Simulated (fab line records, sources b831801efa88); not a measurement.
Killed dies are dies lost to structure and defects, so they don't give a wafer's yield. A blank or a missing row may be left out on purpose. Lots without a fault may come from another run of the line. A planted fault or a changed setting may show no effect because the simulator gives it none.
Which tool did it? | flow sky130 | 11 lots, 33 wafers sampled, at 3 steps of a route of 708

WHAT THE GAUGES READ, wafer by wafer
SKY_SD_N_RS_MEAS_16: measures by four-point-probe.
lot  | measured     | on            | SD_N_RS (ohm/sq)
L746 | day 28 03:36 | film_metro-04 | 68.74 68.55 68.68
L747 | day 28 10:17 | film_metro-01 | 68.58 68.57 68.59
L749 | day 29 10:05 | film_metro-04 | 68.72 68.57 68.66
L751 | day 30 05:50 | film_metro-01 | 68.47 68.49 68.59
L752 | day 30 08:32 | film_metro-04 | 68.58 68.57 68.75
L754 | day 31 06:17 | film_metro-04 | 68.52 68.61 68.60
L755 | day 31 15:23 | film_metro-04 | 68.65 68.53 68.62
L757 | day 32 03:08 | film_metro-04 | 68.61 68.56 68.69
L758 | day 32 11:19 | film_metro-04 | 68.59 68.54 68.60
L765 | day 34 10:17 | film_metro-01 | 78.14 77.85 77.65
L766 | day 34 21:02 | film_metro-01 | 77.79 77.75 78.12

WHICH TOOL RAN EACH LOT (tool, then ch and the chambers of the sampled wafers, then the start)
lot  | SKY_SD_N_IMPLANT_09             | SKY_SD_N_STRIP_11
L746 | implanter-02 ch 0, day 28 02:55 | plasma_asher-01 ch 0,1, day 28 03:12
L747 | implanter-01 ch 0, day 28 09:37 | plasma_asher-04 ch 0,1, day 28 09:53
L749 | implanter-01 ch 0, day 29 09:25 | plasma_asher-01 ch 0,1, day 29 09:41
L751 | implanter-02 ch 0, day 30 05:10 | plasma_asher-01 ch 0,1, day 30 05:26
L752 | implanter-04 ch 0, day 30 07:51 | plasma_asher-04 ch 0,1, day 30 08:09
L754 | implanter-04 ch 0, day 31 05:36 | plasma_asher-02 ch 0,1, day 31 05:54
L755 | implanter-01 ch 0, day 31 14:42 | plasma_asher-02 ch 0,1, day 31 15:00
L757 | implanter-04 ch 0, day 32 02:27 | plasma_asher-02 ch 0,1, day 32 02:45
L758 | implanter-04 ch 0, day 32 10:39 | plasma_asher-04 ch 0,1, day 32 10:56
L765 | implanter-04 ch 0, day 34 09:35 | plasma_asher-04 ch 0,1, day 34 09:53
L766 | implanter-04 ch 0, day 34 20:21 | plasma_asher-04 ch 0,1, day 34 20:39
- SKY_SD_N_IMPLANT_09
- SKY_SD_N_STRIP_11: strips in O2/N2.

THE ANSWER, worked out from the rows above alone
Rule: what is usual is taken from the lots themselves. Put in order of their means at a reading, lots are off if they are a third of the lots or fewer, leave a main group of 4 or more, and stand apart from it by a gap of 3 or more times the standard deviation of the main group's means; of several such gaps the widest counts. A main group whose means are all the same, to the digits that the tables above print for the reading, isn't used. A lot without any number at a reading at which 4 lots or more have one is off too. The other lots that the step has rows for count as sound.
Off: L765, L766, at SKY_SD_N_RS_MEAS_16 (SD_N_RS). The main group: mean 68.60 ohm/sq, standard deviation 0.042.
A tool fits if, at a process step before that reading, it ran every lot that is off, and no sound lot after the first of them. The gauges at SKY_SD_N_RS_MEAS_16 are tried like those tools. Can't be told from this: 3 tools fit, implanter-04 at SKY_SD_N_IMPLANT_09, plasma_asher-04 at SKY_SD_N_STRIP_11, film_metro-01 at SKY_SD_N_RS_MEAS_16.

WHAT THE SIMULATOR HAD PUT IN
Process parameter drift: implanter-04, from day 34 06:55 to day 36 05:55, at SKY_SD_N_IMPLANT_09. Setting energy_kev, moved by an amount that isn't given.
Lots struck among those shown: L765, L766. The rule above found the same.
